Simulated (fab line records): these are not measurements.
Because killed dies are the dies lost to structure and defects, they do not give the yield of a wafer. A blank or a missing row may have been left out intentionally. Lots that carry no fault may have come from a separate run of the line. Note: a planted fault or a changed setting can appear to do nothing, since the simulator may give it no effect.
Comparing a struck lot with a sound one -- flow gf180mcu -- 22 out of 602 route steps
Sound: the wafers L633.1, L633.2, L633.3. Struck: wafer L646.5 (left out: L646.1, L646.2 of the same lot, which were not struck); the cause appears at the end.
At each step with rows: each side's tool, then ch and its chambers, then its first start. Under that, the readings that differ: sound wafers -- struck wafers -- difference of the means -- sigmas: that difference in standard deviations of wafers without a fault.
alike: readings with means less than 2 such deviations apart, plus words and numbers identical on both sides. not compared: withheld readings, readings lacking a value on some wafer, bounds such as >300 that could conceal the same value, and numbers that have no deviation in the record and whose values overlap.
Wherever a step has rows on one side only, a row that says differs or no value, or a row with sigmas, the two part there. Numbers that don't overlap but have no deviation are shown without sigmas and don't part them. A reading missing from all wafers of one side parts the sides only when that side holds two or more wafers.

GF_V5_RS_MEAS_24: measurement is done with a four-point probe.
  struck on film_metro-01, day 33 03:16; sound on film_metro-01, day 29 21:47
  alike: V5_W_RS
GF_V5_THK_MEAS_25: measures by xrf.
  struck on film_metro-01, day 33 03:23; sound on film_metro-01, day 29 21:55
  alike: V5_W_THK
GF_V5_CMP_26: polishes, stops on SiO2, t overpolish 15 s, target thk 0 nm.
  sound on cmp-02 ch 0,2,3, day 29 21:58; struck on cmp-01 ch 0, day 33 03:29
  alike: head_pressure_psi, motor_current_A, overpolish_run_s, time_to_endpoint_s
GF_TOP_METAL_SPUTTER_00: material Ti, target thk 37.5 nm, time 150 s.
  struck on pvd_sputter-02, day 33 03:44; sound on pvd_sputter-04, day 29 22:16
  alike: throttle_valve_pct
GF_TOP_METAL_SPUTTER_01: material TiN, target thk 30 nm, time 25 s.
  struck on pvd_sputter-02, day 33 03:50; sound on pvd_sputter-04, day 29 22:22
  alike: throttle_valve_pct
GF_TOP_METAL_SPUTTER_02: material AlCu, target thk 900 nm, time 47.82 s.
  struck on pvd_sputter-02, day 33 03:52; sound on pvd_sputter-04, day 29 22:24
  alike: throttle_valve_pct
then, 1 step without rows for these wafers: GF_TOP_METAL_SPUTTER_03 (material Ti, target thk 5 nm, time 3.3 s).
GF_TOP_METAL_SPUTTER_04: material TiN, target thk 25 nm, time 20.8 s.
  struck on pvd_sputter-02, day 33 03:56; sound on pvd_sputter-04, day 29 22:28
  alike: throttle_valve_pct
GF_TOP_METAL_RS_MEAS_05: measurement is done with a four-point probe.
  struck on film_metro-01, day 33 03:58; sound on film_metro-03, day 29 22:29
  alike: TOP_METAL_ALCU_RS
GF_TOP_METAL_THK_MEAS_06: measures by xrf.
  struck on film_metro-01, day 33 04:05; sound on film_metro-03, day 29 22:37
  alike: TOP_METAL_ALCU_THK
then, 2 steps without rows for these wafers: GF_TOP_METAL_DEHYDRATE_07 (time 60 s); GF_TOP_METAL_HMDS_08 (prime time 60 s).
GF_TOP_METAL_COAT_09: resist thk 1500 nm.
  sound on litho_track-02 ch 0, day 30 07:26; struck on litho_track-02 ch 0, day 33 11:47
reading,sound,struck,difference,sigmas
model.NOVOLAK_of_TOP_METAL_COAT_09.thk_nm (nm),1492 1497 1491,1479,-14,
then, 4 steps without rows for these wafers: GF_TOP_METAL_SOFTBAKE_10 (time 60 s); GF_TOP_METAL_EXPOSE_11 (exposes mask MetalTop, target cd 440 nm); GF_TOP_METAL_PEB_12; GF_TOP_METAL_DEVELOP_13 (develop time 60 s).
GF_TOP_METAL_CD_MEAS_14: the cd target is 440 nm.
  struck on cd_sem-02, day 33 19:29; sound on cd_sem-02, day 30 15:55
reading,sound,struck,difference,sigmas
cd_nm (nm),442.3 442.0 441.4,434.0,-7.9,-3
GF_TOP_METAL_OVL_MEAS_15:
  struck on overlay-01, day 33 19:37; sound on overlay-01, day 30 16:02
  alike: TOP_METAL_OVL
GF_TOP_METAL_METAL_ETCH_16: etches the open film in Cl2/BCl3, stops on SiO2, target depth 1077.5 nm, time 179.6 s.
  sound on rie_metal-02 ch 0,1, day 30 16:04; struck on rie_metal-04 ch 0, day 33 19:39
reading,sound,struck,difference,sigmas
model.NOVOLAK_of_TOP_METAL_COAT_09.thk_nm (nm),1062 1070 1058,1049,-14,
  alike: chamber_pressure_mTorr, drypump_motor_current_A, oes_product_au, throttle_valve_pct
  not compared: rf_hours_counter_h
then, 1 step without rows for these wafers: GF_TOP_METAL_STRIP_17 (strips in O2/N2).
GF_PASSIVATION_PROBE_99:
  the record holds rows for the sound wafers here (prober-01, day 31 13:03) but none for the struck ones

## WHERE THEY PART
At GF_TOP_METAL_CD_MEAS_14 first; at GF_PASSIVATION_PROBE_99 last (within this record only).

WHY: whatever the simulator had introduced
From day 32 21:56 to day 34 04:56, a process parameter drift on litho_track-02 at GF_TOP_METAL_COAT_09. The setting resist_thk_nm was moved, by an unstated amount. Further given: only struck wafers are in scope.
